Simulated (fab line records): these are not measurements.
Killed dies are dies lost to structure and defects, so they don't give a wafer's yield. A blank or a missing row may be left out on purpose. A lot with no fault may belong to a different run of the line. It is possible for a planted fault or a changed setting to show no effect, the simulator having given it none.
What tool caused it? :: flow gf180mcu :: Sampling: 13 lots, 36 wafers, 5 of 602 route steps

## WHAT EACH GAUGE READ, for each wafer
GF_MIM_THK_MEAS_06. Usual: MIM_CVD_05_THK typically reads 41.8 nm, with standard deviation 0.55.
lot: L135
measured: day 24 06:40
on: filmMetro-04
MIM_CVD_05_THK (nm): 41.0 41.6 41.9
flag: 

lot: L137
measured: day 25 06:09
on: filmMetro-03
MIM_CVD_05_THK (nm): 41.2 41.3 42.3
flag: 

lot: L140
measured: day 26 02:20
on: filmMetro-04
MIM_CVD_05_THK (nm): 50.2 50.9
flag: OFF

lot: L141
measured: day 26 09:08
on: filmMetro-01
MIM_CVD_05_THK (nm): 50.4 50.6
flag: OFF

lot: L143
measured: day 27 05:18
on: filmMetro-04
MIM_CVD_05_THK (nm): 50.3 42.1
flag: OFF

lot: L148
measured: day 28 17:30
on: filmMetro-01
MIM_CVD_05_THK (nm): 41.0 41.4 42.2
flag: 

lot: L150
measured: day 29 06:52
on: filmMetro-01
MIM_CVD_05_THK (nm): 41.4 40.9 41.8
flag: 

lot: L153
measured: day 30 06:40
on: filmMetro-04
MIM_CVD_05_THK (nm): 41.4 42.0 41.5
flag: 

lot: L154
measured: day 30 14:58
on: filmMetro-04
MIM_CVD_05_THK (nm): 41.4 41.6 42.1
flag: 

lot: L155
measured: day 30 18:46
on: filmMetro-04
MIM_CVD_05_THK (nm): 42.0 41.6 42.6
flag: 

lot: L156
measured: day 30 20:55
on: filmMetro-01
MIM_CVD_05_THK (nm): 41.1 40.9 41.5
flag: 

lot: L157
measured: day 30 23:40
on: filmMetro-03
MIM_CVD_05_THK (nm): 41.7 41.6 41.4
flag: 

lot: L158
measured: day 31 08:55
on: filmMetro-04
MIM_CVD_05_THK (nm): 41.5 42.1 41.6
flag: 

GF_MIM_THK_MEAS_11: measures by xrf. Usual: MIM_ALCU_THK typically reads 199.0 nm, with standard deviation 2.6.
lot: L135
measured: day 24 06:56
on: filmMetro-03
MIM_ALCU_THK (nm): 200.8 199.8 200.8
flag: 

lot: L137
measured: day 25 06:26
on: filmMetro-04
MIM_ALCU_THK (nm): 202.1 202.2 202.1
flag: 

lot: L140
measured: day 26 02:37
on: filmMetro-04
MIM_ALCU_THK (nm): 200.3 198.7
flag: 

lot: L141
measured: day 26 09:26
on: filmMetro-01
MIM_ALCU_THK (nm): 201.5 199.9
flag: 

lot: L143
measured: day 27 05:35
on: filmMetro-04
MIM_ALCU_THK (nm): 197.9 196.5
flag: 

lot: L148
measured: day 28 17:47
on: filmMetro-01
MIM_ALCU_THK (nm): 200.5 201.2 202.4
flag: 

lot: L150
measured: day 29 07:08
on: filmMetro-03
MIM_ALCU_THK (nm): 202.1 202.2 202.2
flag: 

lot: L153
measured: day 30 06:57
on: filmMetro-03
MIM_ALCU_THK (nm): 200.6 198.1 200.6
flag: 

lot: L154
measured: day 30 15:15
on: filmMetro-04
MIM_ALCU_THK (nm): 199.9 199.7 200.7
flag: 

lot: L155
measured: day 30 19:04
on: filmMetro-03
MIM_ALCU_THK (nm): 198.0 198.4 196.5
flag: 

lot: L156
measured: day 30 21:11
on: filmMetro-04
MIM_ALCU_THK (nm): 198.5 200.5 199.7
flag: 

lot: L157
measured: day 30 23:56
on: filmMetro-04
MIM_ALCU_THK (nm): 202.6 203.3 203.5
flag: 

lot: L158
measured: day 31 09:13
on: filmMetro-03
MIM_ALCU_THK (nm): 193.0 193.0 192.8
flag: 

## TOOL THAT RAN EACH LOT (tool first, then ch and the chambers of the sampled wafers, then the start)
lot: L135
GF_MIM_SPUTTER_00: pvdSputter-03, day 24 06:24
GF_MIM_CVD_05: pecvd-04 ch 1,2, day 24 06:37
GF_MIM_SPUTTER_09: pvdSputter-01, day 24 06:47

lot: L137
GF_MIM_SPUTTER_00: pvdSputter-03, day 25 05:53
GF_MIM_CVD_05: pecvd-01 ch 0,1, day 25 06:07
GF_MIM_SPUTTER_09: pvdSputter-02, day 25 06:16

lot: L140
GF_MIM_SPUTTER_00: pvdSputter-03, day 26 02:04
GF_MIM_CVD_05: pecvd-01 ch 0, day 26 02:17
GF_MIM_SPUTTER_09: pvdSputter-01, day 26 02:27

lot: L141
GF_MIM_SPUTTER_00: pvdSputter-02, day 26 08:52
GF_MIM_CVD_05: pecvd-01 ch 1,2, day 26 09:05
GF_MIM_SPUTTER_09: pvdSputter-01, day 26 09:15

lot: L143
GF_MIM_SPUTTER_00: pvdSputter-01, day 27 05:01
GF_MIM_CVD_05: pecvd-01 ch 0,1, day 27 05:16
GF_MIM_SPUTTER_09: pvdSputter-03, day 27 05:25

lot: L148
GF_MIM_SPUTTER_00: pvdSputter-03, day 28 17:13
GF_MIM_CVD_05: pecvd-04 ch 0,1,2, day 28 17:28
GF_MIM_SPUTTER_09: pvdSputter-01, day 28 17:37

lot: L150
GF_MIM_SPUTTER_00: pvdSputter-03, day 29 06:35
GF_MIM_CVD_05: pecvd-03 ch 0,2, day 29 06:50
GF_MIM_SPUTTER_09: pvdSputter-02, day 29 06:59

lot: L153
GF_MIM_SPUTTER_00: pvdSputter-02, day 30 06:23
GF_MIM_CVD_05: pecvd-01 ch 0,1, day 30 06:37
GF_MIM_SPUTTER_09: pvdSputter-01, day 30 06:46

lot: L154
GF_MIM_SPUTTER_00: pvdSputter-01, day 30 14:42
GF_MIM_CVD_05: pecvd-03 ch 0,1, day 30 14:55
GF_MIM_SPUTTER_09: pvdSputter-03, day 30 15:06

lot: L155
GF_MIM_SPUTTER_00: pvdSputter-02, day 30 18:31
GF_MIM_CVD_05: pecvd-03 ch 0,2, day 30 18:44
GF_MIM_SPUTTER_09: pvdSputter-03, day 30 18:55

lot: L156
GF_MIM_SPUTTER_00: pvdSputter-01, day 30 20:40
GF_MIM_CVD_05: pecvd-04 ch 0,1,2, day 30 20:53
GF_MIM_SPUTTER_09: pvdSputter-02, day 30 21:02

lot: L157
GF_MIM_SPUTTER_00: pvdSputter-03, day 30 23:23
GF_MIM_CVD_05: pecvd-04 ch 0,1,2, day 30 23:37
GF_MIM_SPUTTER_09: pvdSputter-01, day 30 23:47

lot: L158
GF_MIM_SPUTTER_00: pvdSputter-02, day 31 08:39
GF_MIM_CVD_05: pecvd-03 ch 0,1,2, day 31 08:52
GF_MIM_SPUTTER_09: pvdSputter-03, day 31 09:02
- GF_MIM_SPUTTER_00: material Ti, target thk 37.5 nm, time 150 s.
- GF_MIM_CVD_05: deposits Si3N4, target thk 42 nm, time 29.086 s.
- GF_MIM_SPUTTER_09: material TiN, target thk 35 nm, time 29.2 s.

## WHAT THE TOOLS THEMSELVES READ (means of the sampled wafers that have a number; where no wafer has one, the mark that the record gives instead)
GF_MIM_SPUTTER_00. Usual: throttleValvePct 30.3 %, standard deviation 1.3.
lot: L135
tool: pvdSputter-03
throttleValvePct (%): 29.7
flag: 

lot: L137
tool: pvdSputter-03
throttleValvePct (%): 29.8
flag: 

lot: L140
tool: pvdSputter-03
throttleValvePct (%): 29.8
flag: 

lot: L141
tool: pvdSputter-02
throttleValvePct (%): 31.1
flag: 

lot: L143
tool: pvdSputter-01
throttleValvePct (%): 29.9
flag: 

lot: L148
tool: pvdSputter-03
throttleValvePct (%): 30.0
flag: 

lot: L150
tool: pvdSputter-03
throttleValvePct (%): 30.0
flag: 

lot: L153
tool: pvdSputter-02
throttleValvePct (%): 30.5
flag: 

lot: L154
tool: pvdSputter-01
throttleValvePct (%): 30.9
flag: 

lot: L155
tool: pvdSputter-02
throttleValvePct (%): 31.4
flag: 

lot: L156
tool: pvdSputter-01
throttleValvePct (%): 31.3
flag: 

lot: L157
tool: pvdSputter-03
throttleValvePct (%): 30.0
flag: 

lot: L158
tool: pvdSputter-02
throttleValvePct (%): 30.4
flag: 

GF_MIM_CVD_05. Usual: heaterPowerOuterW 353 W, standard deviation 70; heaterPowerW 610 W, standard deviation 99.
lot: L135
tool: pecvd-04
heaterPowerOuterW (W): 408
heaterPowerW (W): 663
flag: 

lot: L137
tool: pecvd-01
heaterPowerOuterW (W): 267
heaterPowerW (W): 466
flag: 

lot: L140
tool: pecvd-01
heaterPowerOuterW (W): 274
heaterPowerW (W): 476
flag: 

lot: L141
tool: pecvd-01
heaterPowerOuterW (W): 354
heaterPowerW (W): 609
flag: 

lot: L143
tool: pecvd-01
heaterPowerOuterW (W): 307
heaterPowerW (W): 518
flag: 

lot: L148
tool: pecvd-04
heaterPowerOuterW (W): 436
heaterPowerW (W): 727
flag: 

lot: L150
tool: pecvd-03
heaterPowerOuterW (W): 260
heaterPowerW (W): 510
flag: 

lot: L153
tool: pecvd-01
heaterPowerOuterW (W): 307
heaterPowerW (W): 509
flag: 

lot: L154
tool: pecvd-03
heaterPowerOuterW (W): 374
heaterPowerW (W): 638
flag: 

lot: L155
tool: pecvd-03
heaterPowerOuterW (W): 337
heaterPowerW (W): 611
flag: 

lot: L156
tool: pecvd-04
heaterPowerOuterW (W): 471
heaterPowerW (W): 759
flag: 

lot: L157
tool: pecvd-04
heaterPowerOuterW (W): 468
heaterPowerW (W): 769
flag: 

lot: L158
tool: pecvd-03
heaterPowerOuterW (W): 354
heaterPowerW (W): 627
flag: 

GF_MIM_SPUTTER_09. Usual: throttleValvePct 30.3 %, standard deviation 1.2.
lot: L135
tool: pvdSputter-01
throttleValvePct (%): 29.8
flag: 

lot: L137
tool: pvdSputter-02
throttleValvePct (%): 31.1
flag: 

lot: L140
tool: pvdSputter-01
throttleValvePct (%): 30.9
flag: 

lot: L141
tool: pvdSputter-01
throttleValvePct (%): 29.1
flag: 

lot: L143
tool: pvdSputter-03
throttleValvePct (%): 30.3
flag: 

lot: L148
tool: pvdSputter-01
throttleValvePct (%): 30.2
flag: 

lot: L150
tool: pvdSputter-02
throttleValvePct (%): 29.1
flag: 

lot: L153
tool: pvdSputter-01
throttleValvePct (%): 31.1
flag: 

lot: L154
tool: pvdSputter-03
throttleValvePct (%): 30.1
flag: 

lot: L155
tool: pvdSputter-03
throttleValvePct (%): 30.1
flag: 

lot: L156
tool: pvdSputter-02
throttleValvePct (%): 31.7
flag: 

lot: L157
tool: pvdSputter-01
throttleValvePct (%): 29.9
flag: 

lot: L158
tool: pvdSputter-03
throttleValvePct (%): 30.2
flag: 

## THE ANSWER, worked out from the rows above alone
Rule: take the mean of a lot's wafers that have a number; if it is more than 3 standard deviations from the usual mean, the lot is off. A lot without any number at a reading at which 4 lots or more have one is off too. All remaining lots with rows at the step are treated as sound. Order of review: gauges by route order, followed by the tools' own readings, for which a lot's mean as printed above is used. The first step at which some lot is off is used, and at that step the reading that is off furthest; a lot without a number counts as furthest.
Off: L140, L141, L143, at GF_MIM_THK_MEAS_06 (MIM_CVD_05_THK).
If a tool, at a process step before that reading, ran all the lots that are off and no sound lot after the first of them, it fits. Gauges at GF_MIM_THK_MEAS_06: tried the same way as those tools. None of those tried fits.

## WHAT HAD BEEN PUT IN BY THE SIMULATOR
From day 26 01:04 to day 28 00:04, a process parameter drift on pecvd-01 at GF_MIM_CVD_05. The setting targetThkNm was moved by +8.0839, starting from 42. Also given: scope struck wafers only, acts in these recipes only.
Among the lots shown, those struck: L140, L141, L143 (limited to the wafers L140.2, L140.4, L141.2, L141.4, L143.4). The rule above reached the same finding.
